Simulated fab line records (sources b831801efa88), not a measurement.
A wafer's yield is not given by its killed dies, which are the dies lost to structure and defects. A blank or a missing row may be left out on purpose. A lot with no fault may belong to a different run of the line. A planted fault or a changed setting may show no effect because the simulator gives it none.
fab line records + flow gf180mcu
[record]
- lots = 13
- wafers = 39
- last-day = 34
route steps=602 shown STI@31 VT_IMPLANT@119 HV_LDD@178 PSD@256
lots untouched by any fault: they come from a run of this same line in which no faults occurred
start-h: hours from the record's opening day to when the first of the lot's shown wafers began + wait-h: how many hours have passed since the lot's step before this one + " the same as in the row above + L1.1+2: a single row standing in for several wafers + - no value present, or no start provided + * or withheld: withheld + < > ~ a bound
route shown NAME@n: NAME is a module with steps in the file, n the number in the route of the first one + usual: the fault-free wafers' mean and standard deviation + same: alike in all rows + chamber/n: place in a boat + sites: readings site by site + _std_site: standard deviation across them + _edge_site: the outer-site mean with the inner-site mean subtracted + radius-mm: how far each site lies from the wafer's centre + mask NAME#n: copy n + behind: the tool/chamber that last shaped the wafer + hold: reason for holding the lot/hours on hold/outcome of the hold + device: the n, p or np transistor that did not switch + end of line: the same wafers' tests at the end of the route + a step given without rows: its recipe and nothing more + killed: dies lost to structure and defects at the first sort, not the wafer's yield + map: a wafer's dies, marking killed ones x, the rest . and places with no die _
set.NAME: the run value of the setting; set.NAME@STEP: its run value at that earlier step + model.NAME: the simulator's own value behind a step, which no gauge read
one table for each step of the route and one row for each wafer, over a sample of lots
services: a tool's chamber out of use, with start hour (start-h, from the record's first day; less than 0 if before it), hours out, and reason
[[steps]]
[step GF_STI_THK_MEAS_30]
[recipe]
- reads = SiO2_of_STI_OXIDATION_29
[usual]
- STI_OXIDATION_02_THK = 10.05/0.18
| lot.wafer | tool          | chamber | start-h | wait-h | STI_OXIDATION_02_THK[nm] |
|-----------|---------------|---------|---------|--------|--------------------------|
| L760.1    | film-metro-04 | -       | 35.72   | 0.0    | 10.15                    |
| L760.3    | "             | -       | "       | "      | 10.11                    |
| L760.4    | "             | -       | "       | "      | 10.16                    |
| L762.1    | film-metro-04 | -       | 45.77   | 0.0    | 9.48                     |
| L762.3    | "             | -       | "       | "      | 9.41                     |
| L762.5    | "             | -       | "       | "      | 9.46                     |
| L764.1    | film-metro-01 | -       | 59.31   | 0.0    | 10.15                    |
| L764.5    | "             | -       | "       | "      | 10.09                    |
| L764.6    | "             | -       | "       | "      | 10.05                    |
| L765.3    | film-metro-01 | -       | 62.28   | 0.0    | 10.11                    |
| L765.4    | "             | -       | "       | "      | 10.26                    |
| L765.5    | "             | -       | "       | "      | 10.25                    |
| L766.1    | film-metro-04 | -       | 65.68   | 0.0    | 10.13                    |
| L766.3    | "             | -       | "       | "      | 10.14                    |
| L766.4    | "             | -       | "       | "      | 9.99                     |
| L767.3    | film-metro-01 | -       | 70.15   | 0.0    | 10.02                    |
| L767.4    | "             | -       | "       | "      | 9.95                     |
| L767.6    | "             | -       | "       | "      | 9.93                     |
| L770.1    | film-metro-03 | -       | 87.91   | 0.0    | 9.97                     |
| L770.3    | "             | -       | "       | "      | 10.19                    |
| L770.6    | "             | -       | "       | "      | 10.11                    |
| L771.2    | film-metro-04 | -       | 93.16   | 0.0    | 10.17                    |
| L771.4    | "             | -       | "       | "      | 10.20                    |
| L771.5    | "             | -       | "       | "      | 9.97                     |
| L775.3    | film-metro-03 | -       | 113.33  | 0.0    | 10.07                    |
| L775.5    | "             | -       | "       | "      | 9.88                     |
| L775.6    | "             | -       | "       | "      | 10.01                    |
| L776.1    | film-metro-03 | -       | 117.54  | 0.0    | 10.04                    |
| L776.4    | "             | -       | "       | "      | 9.79                     |
| L776.6    | "             | -       | "       | "      | 9.86                     |
| L779.1    | film-metro-01 | -       | 133.22  | 0.0    | 10.17                    |
| L779.3    | "             | -       | "       | "      | 9.98                     |
| L779.4    | "             | -       | "       | "      | 10.05                    |
| L780.3    | film-metro-04 | -       | 137.84  | 0.0    | 10.20                    |
| L780.4    | "             | -       | "       | "      | 9.94                     |
| L780.5    | "             | -       | "       | "      | 10.13                    |
| L781.1    | film-metro-04 | -       | 145.25  | 0.0    | 10.08                    |
| L781.3    | "             | -       | "       | "      | 10.15                    |
| L781.4    | "             | -       | "       | "      | 10.13                    |
[step GF_VT_IMPLANT_OVL_MEAS_29]
[usual]
- VT_IMPLANT_02_OVL = 0.6/1.5
| lot.wafer | tool       | chamber | start-h | wait-h | VT_IMPLANT_02_OVL[nm] |
|-----------|------------|---------|---------|--------|-----------------------|
| L760.1    | overlay-01 | -       | 148.46  | 0.1    | 1.8                   |
| L760.3    | "          | -       | "       | "      | 0.2                   |
| L760.4    | "          | -       | "       | "      | 1.8                   |
| L762.1    | overlay-01 | -       | 162.07  | 0.1    | 2.0                   |
| L762.3    | "          | -       | "       | "      | 0.4                   |
| L762.5    | "          | -       | "       | "      | 1.8                   |
| L764.1    | overlay-02 | -       | 179.74  | 0.1    | 1.0                   |
| L764.5    | "          | -       | "       | "      | 0.3                   |
| L764.6    | "          | -       | "       | "      | 2.7                   |
| L765.3    | overlay-02 | -       | 182.73  | 0.1    | -0.2                  |
| L765.4    | "          | -       | "       | "      | -1.1                  |
| L765.5    | "          | -       | "       | "      | 1.8                   |
| L766.1    | overlay-02 | -       | 190.17  | 0.1    | -2.1                  |
| L766.3    | "          | -       | "       | "      | -1.8                  |
| L766.4    | "          | -       | "       | "      | -1.1                  |
| L767.3    | overlay-01 | -       | 194.65  | 0.1    | 1.5                   |
| L767.4    | "          | -       | "       | "      | 3.1                   |
| L767.6    | "          | -       | "       | "      | 2.3                   |
| L770.1    | overlay-02 | -       | 217.40  | 0.1    | 0.9                   |
| L770.3    | "          | -       | "       | "      | 0.9                   |
| L770.6    | "          | -       | "       | "      | -1.5                  |
| L771.2    | overlay-01 | -       | 225.18  | 0.1    | 0.7                   |
| L771.4    | "          | -       | "       | "      | 1.7                   |
| L771.5    | "          | -       | "       | "      | 3.2                   |
| L775.3    | overlay-01 | -       | 247.18  | 0.1    | 0.4                   |
| L775.5    | "          | -       | "       | "      | -1.2                  |
| L775.6    | "          | -       | "       | "      | 1.1                   |
| L776.1    | overlay-02 | -       | 252.52  | 0.1    | -0.7                  |
| L776.4    | "          | -       | "       | "      | 0.2                   |
| L776.6    | "          | -       | "       | "      | -1.9                  |
| L779.1    | overlay-02 | -       | 273.05  | 0.1    | 2.2                   |
| L779.3    | "          | -       | "       | "      | 1.2                   |
| L779.4    | "          | -       | "       | "      | -0.9                  |
| L780.3    | overlay-01 | -       | 282.18  | 0.1    | 4.6                   |
| L780.4    | "          | -       | "       | "      | 3.6                   |
| L780.5    | "          | -       | "       | "      | 2.1                   |
| L781.1    | overlay-02 | -       | 288.37  | 0.1    | -0.3                  |
| L781.3    | "          | -       | "       | "      | -0.3                  |
| L781.4    | "          | -       | "       | "      | -1.0                  |
[step GF_HV_LDD_COAT_02]
[recipe]
- resist = NOVOLAK
- spin-rpm = 3000
- resist-thk-nm = 1000
| lot.wafer  | tool           | chamber | start-h | wait-h |
|------------|----------------|---------|---------|--------|
| L760.1+3+4 | litho-track-04 | 0       | 216.55  | 0.1    |
| L762.1+3+5 | litho-track-04 | 0       | 229.45  | 0.1    |
| L764.1+5+6 | litho-track-04 | 0       | 249.95  | 0.1    |
| L765.3+4+5 | litho-track-03 | 0       | 257.07  | 0.1    |
| L766.1+3+4 | litho-track-02 | 0       | 262.94  | 0.1    |
| L767.3+4+6 | litho-track-03 | 0       | 265.47  | 0.1    |
| L770.1+3+6 | litho-track-02 | 0       | 293.29  | 0.1    |
| L771.2+4+5 | litho-track-04 | 0       | 298.77  | 0.1    |
| L775.3+5+6 | litho-track-02 | 0       | 324.59  | 0.1    |
| L776.1+4+6 | litho-track-02 | 0       | 332.39  | 0.1    |
| L779.1+3+4 | litho-track-04 | 0       | 355.50  | 0.1    |
| L780.3+4+5 | litho-track-04 | 0       | 363.60  | 0.1    |
| L781.1+3+4 | litho-track-04 | 0       | 372.00  | 0.1    |
[step GF_HV_LDD_CD_MEAS_07]
[recipe]
- target-cd-nm = 400
[usual]
- cd-nm = 399.2/2.4
| lot.wafer | tool      | chamber | start-h | wait-h | cd-nm |
|-----------|-----------|---------|---------|--------|-------|
| L760.1    | cd-sem-01 | -       | 225.54  | 0.1    | 396.6 |
| L760.3    | "         | -       | "       | "      | 395.7 |
| L760.4    | "         | -       | "       | "      | 397.4 |
| L762.1    | cd-sem-02 | -       | 239.17  | 0.2    | 402.5 |
| L762.3    | "         | -       | "       | "      | 401.4 |
| L762.5    | "         | -       | "       | "      | 402.5 |
| L764.1    | cd-sem-01 | -       | 260.09  | 0.1    | 399.3 |
| L764.5    | "         | -       | "       | "      | 399.4 |
| L764.6    | "         | -       | "       | "      | 400.1 |
| L765.3    | cd-sem-01 | -       | 266.71  | 0.1    | 399.7 |
| L765.4    | "         | -       | "       | "      | 400.0 |
| L765.5    | "         | -       | "       | "      | 399.6 |
| L766.1    | cd-sem-01 | -       | 272.57  | 0.1    | 397.4 |
| L766.3    | "         | -       | "       | "      | 396.8 |
| L766.4    | "         | -       | "       | "      | 397.5 |
| L767.3    | cd-sem-02 | -       | 275.09  | 0.1    | 397.0 |
| L767.4    | "         | -       | "       | "      | 397.3 |
| L767.6    | "         | -       | "       | "      | 396.2 |
| L770.1    | cd-sem-02 | -       | 303.77  | 0.1    | 403.7 |
| L770.3    | "         | -       | "       | "      | 405.4 |
| L770.6    | "         | -       | "       | "      | 403.8 |
| L771.2    | cd-sem-01 | -       | 309.12  | 0.1    | 395.3 |
| L771.4    | "         | -       | "       | "      | 393.1 |
| L771.5    | "         | -       | "       | "      | 396.0 |
| L775.3    | cd-sem-01 | -       | 335.26  | 0.1    | 414.7 |
| L775.5    | "         | -       | "       | "      | 415.5 |
| L775.6    | "         | -       | "       | "      | 414.7 |
| L776.1    | cd-sem-02 | -       | 343.67  | 0.1    | 410.4 |
| L776.4    | "         | -       | "       | "      | 413.0 |
| L776.6    | "         | -       | "       | "      | 413.3 |
| L779.1    | cd-sem-02 | -       | 366.94  | 0.1    | 402.9 |
| L779.3    | "         | -       | "       | "      | 402.2 |
| L779.4    | "         | -       | "       | "      | 403.5 |
| L780.3    | cd-sem-01 | -       | 375.41  | 0.1    | 399.1 |
| L780.4    | "         | -       | "       | "      | 399.9 |
| L780.5    | "         | -       | "       | "      | 400.9 |
| L781.1    | cd-sem-01 | -       | 382.94  | 0.1    | 399.0 |
| L781.3    | "         | -       | "       | "      | 399.0 |
| L781.4    | "         | -       | "       | "      | 402.1 |
[step GF_HV_LDD_STRIP_10]
[recipe]
- chemistry = O2/N2
- power-w = 1400
- pressure-mtorr = 1500
- platen-temp-c = 250
- o2-flow-sccm = 3000
- n2-flow-sccm = 300
- overash-fraction = 0.5
[usual]
- drypump-motor-current-A = 5.8/0.37
- heater-power-w = 321/46
- oes-product-au = 0.716/0.0046
- strip-time-to-endpoint-s = 12.62/0.032
| lot.wafer | tool            | chamber | start-h | wait-h | drypump-motor-current-A | heater-power-w | oes-product-au | rf-hours-counter-h | strip-time-to-endpoint-s |
|-----------|-----------------|---------|---------|--------|-------------------------|----------------|----------------|--------------------|--------------------------|
| L760.1    | plasma-asher-01 | 0       | 225.84  | 0.1    | 5.8                     | 414            | 0.715          | 40                 | 12.62                    |
| L760.3    | "               | 0       | "       | "      | 5.9                     | 408            | 0.707          | -                  | 12.59                    |
| L760.4    | "               | 1       | "       | "      | 5.9                     | 307            | 0.713          | -                  | 12.60                    |
| L762.1    | plasma-asher-03 | 0       | 239.48  | 0.1    | 5.7                     | 255            | 0.714          | 58                 | 12.59                    |
| L762.3    | "               | 0       | "       | "      | 5.7                     | 257            | 0.719          | -                  | 12.63                    |
| L762.5    | "               | 0       | "       | "      | 5.8                     | 259            | 0.710          | -                  | 12.62                    |
| L764.1    | plasma-asher-03 | 0       | 260.39  | 0.1    | 5.8                     | 260            | 0.722          | 60                 | 12.63                    |
| L764.5    | "               | 0       | "       | "      | 5.8                     | 256            | 0.717          | -                  | 12.63                    |
| L764.6    | "               | 1       | "       | "      | 6.1                     | 314            | 0.711          | -                  | 12.67                    |
| L765.3    | plasma-asher-04 | 1       | 267.01  | 0.1    | 5.1                     | 337            | 0.717          | -                  | 12.64                    |
| L765.4    | "               | 0       | "       | "      | 6.3                     | 308            | 0.723          | -                  | 12.63                    |
| L765.5    | "               | 0       | "       | "      | 6.3                     | 306            | 0.719          | -                  | 12.63                    |
| L766.1    | plasma-asher-04 | 0       | 272.88  | 0.1    | 6.3                     | 300            | 0.718          | 64                 | 12.55                    |
| L766.3    | "               | 0       | "       | "      | 6.3                     | 309            | 0.715          | -                  | 12.62                    |
| L766.4    | "               | 1       | "       | "      | 5.0                     | 315            | 0.707          | -                  | 12.59                    |
| L767.3    | plasma-asher-03 | 0       | 275.39  | 0.1    | 5.8                     | 259            | 0.716          | -                  | 12.65                    |
| L767.4    | "               | 1       | "       | "      | 6.1                     | 323            | 0.705          | -                  | 12.68                    |
| L767.6    | "               | 1       | "       | "      | 6.1                     | 324            | 0.708          | -                  | 12.63                    |
| L770.1    | plasma-asher-01 | 0       | 304.08  | 0.1    | 5.9                     | 411            | 0.713          | 48                 | 12.64                    |
| L770.3    | "               | 0       | "       | "      | 5.9                     | 419            | 0.708          | -                  | 12.60                    |
| L770.6    | "               | 1       | "       | "      | 6.0                     | 297            | 0.713          | -                  | 12.62                    |
| L771.2    | plasma-asher-01 | 1       | 309.40  | 0.1    | 6.0                     | 303            | 0.715          | 49                 | 12.62                    |
| L771.4    | "               | 0       | "       | "      | 5.9                     | 413            | 0.715          | -                  | 12.61                    |
| L771.5    | "               | 1       | "       | "      | 6.0                     | 309            | 0.717          | -                  | 12.60                    |
| L775.3    | plasma-asher-03 | 1       | 335.56  | 0.1    | 6.1                     | 319            | 0.687          | -                  | 11.03                    |
| L775.5    | "               | 0       | "       | "      | 5.8                     | 263            | 0.684          | -                  | 11.00                    |
| L775.6    | "               | 1       | "       | "      | 6.1                     | 328            | 0.687          | -                  | 11.03                    |
| L776.1    | plasma-asher-04 | 0       | 343.98  | 0.1    | 6.3                     | 307            | 0.696          | 71                 | 11.08                    |
| L776.4    | "               | 1       | "       | "      | 5.0                     | 332            | 0.691          | -                  | 11.08                    |
| L776.6    | "               | 0       | "       | "      | 6.3                     | 301            | 0.691          | -                  | 11.03                    |
| L779.1    | plasma-asher-01 | 0       | 367.24  | 0.1    | 5.9                     | 408            | 0.720          | 55                 | 12.65                    |
| L779.3    | "               | 0       | "       | "      | 5.9                     | 402            | 0.714          | -                  | 12.65                    |
| L779.4    | "               | 1       | "       | "      | 6.0                     | 310            | 0.715          | -                  | 12.63                    |
| L780.3    | plasma-asher-04 | 0       | 375.71  | 0.1    | 6.2                     | 302            | 0.716          | -                  | 12.59                    |
| L780.4    | "               | 1       | "       | "      | 5.0                     | 331            | 0.723          | -                  | 12.65                    |
| L780.5    | "               | 0       | "       | "      | 6.3                     | 305            | 0.716          | -                  | 12.60                    |
| L781.1    | plasma-asher-03 | 1       | 383.24  | 0.1    | 6.1                     | 325            | 0.715          | 73                 | 12.57                    |
| L781.3    | "               | 0       | "       | "      | 5.7                     | 263            | 0.726          | -                  | 12.55                    |
| L781.4    | "               | 1       | "       | "      | 6.1                     | 317            | 0.711          | -                  | 12.56                    |
[step GF_PSD_OVL_MEAS_08]
[usual]
- PSD_OVL = -0.5/1.1
| lot.wafer | tool       | chamber | start-h | wait-h | PSD_OVL[nm] |
|-----------|------------|---------|---------|--------|-------------|
| L760.1    | overlay-02 | -       | 327.82  | 0.1    | -2.4        |
| L760.3    | "          | -       | "       | "      | -2.8        |
| L760.4    | "          | -       | "       | "      | 0.1         |
| L762.1    | overlay-02 | -       | 357.54  | 0.1    | 0.3         |
| L762.3    | "          | -       | "       | "      | 1.1         |
| L762.5    | "          | -       | "       | "      | 0.7         |
| L764.1    | overlay-02 | -       | 369.64  | 0.1    | -0.8        |
| L764.5    | "          | -       | "       | "      | -2.3        |
| L764.6    | "          | -       | "       | "      | -1.7        |
| L765.3    | overlay-01 | -       | 376.62  | 0.1    | -0.6        |
| L765.4    | "          | -       | "       | "      | -0.6        |
| L765.5    | "          | -       | "       | "      | -1.8        |
| L766.1    | overlay-01 | -       | 383.11  | 0.1    | -1.1        |
| L766.3    | "          | -       | "       | "      | -2.4        |
| L766.4    | "          | -       | "       | "      | 1.5         |
| L767.3    | overlay-02 | -       | 386.08  | 0.1    | 2.0         |
| L767.4    | "          | -       | "       | "      | -1.1        |
| L767.6    | "          | -       | "       | "      | -1.8        |
| L770.1    | overlay-02 | -       | 418.12  | 0.1    | -2.1        |
| L770.3    | "          | -       | "       | "      | -0.4        |
| L770.6    | "          | -       | "       | "      | -1.4        |
| L771.2    | overlay-02 | -       | 426.13  | 0.1    | -1.1        |
| L771.4    | "          | -       | "       | "      | -1.0        |
| L771.5    | "          | -       | "       | "      | -2.1        |
| L775.3    | overlay-02 | -       | 454.28  | 0.1    | -0.1        |
| L775.5    | "          | -       | "       | "      | -1.2        |
| L775.6    | "          | -       | "       | "      | -1.3        |
| L776.1    | overlay-02 | -       | 462.49  | 0.1    | -1.0        |
| L776.4    | "          | -       | "       | "      | -0.4        |
| L776.6    | "          | -       | "       | "      | -1.1        |
| L779.1    | overlay-02 | -       | 488.37  | 0.1    | -2.5        |
| L779.3    | "          | -       | "       | "      | -1.9        |
| L779.4    | "          | -       | "       | "      | 0.0         |
| L780.3    | overlay-01 | -       | 496.90  | 0.1    | 1.3         |
| L780.4    | "          | -       | "       | "      | 0.9         |
| L780.5    | "          | -       | "       | "      | -1.1        |
| L781.1    | overlay-02 | -       | 505.07  | 0.1    | -1.7        |
| L781.3    | "          | -       | "       | "      | -0.8        |
| L781.4    | "          | -       | "       | "      | -1.3        |
[[services]]
| tool            | chamber | start-h | hours | kind                      |
|-----------------|---------|---------|-------|---------------------------|
| litho-track-03  | -       | 289.04  | -     | consumable-replace:filter |
| plasma-asher-01 | -       | 332.97  | 3.1   | repair                    |
| plasma-asher-04 | -       | 381.25  | 9.9   | repair                    |
[[key]]
[first-sign]
- step = GF_HV_LDD_CD_MEAS_07
- reading = cd-nm
- direction = up
- sigmas = 5.9
- usual = 399.2
- struck = 413.6
[effect]
- step = GF_HV_LDD_STRIP_10
- reading = strip-time-to-endpoint-s
- direction = down
- sigmas = 50
- usual = *
- struck = *
met-at GF_HV_LDD_COAT_02
struck-lots L775,L776
tester-left-out L775,L776
not-acting-at GF_STI_THK_MEAS_30,GF_VT_IMPLANT_OVL_MEAS_29,GF_PSD_OVL_MEAS_08
onset-between 293.29 324.59
[fault]
- kind = process-parameter-drift
- tool = litho-track-02
- chamber = -
- onset-h = 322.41
- steps = GF_HV_LDD_COAT_02
- channel = resist-thk-nm
- offset = *
- shape = step
- end-h = 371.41
- acts-in = *
- stated = *
// tester-left-out: of these lots the tester's yield and bins aren't shown, on N5 and GAA mostly nor the transistor test; their killed dies are dies lost to structure and defects alone, not to doping, threshold or leakage, so they don't give the yield
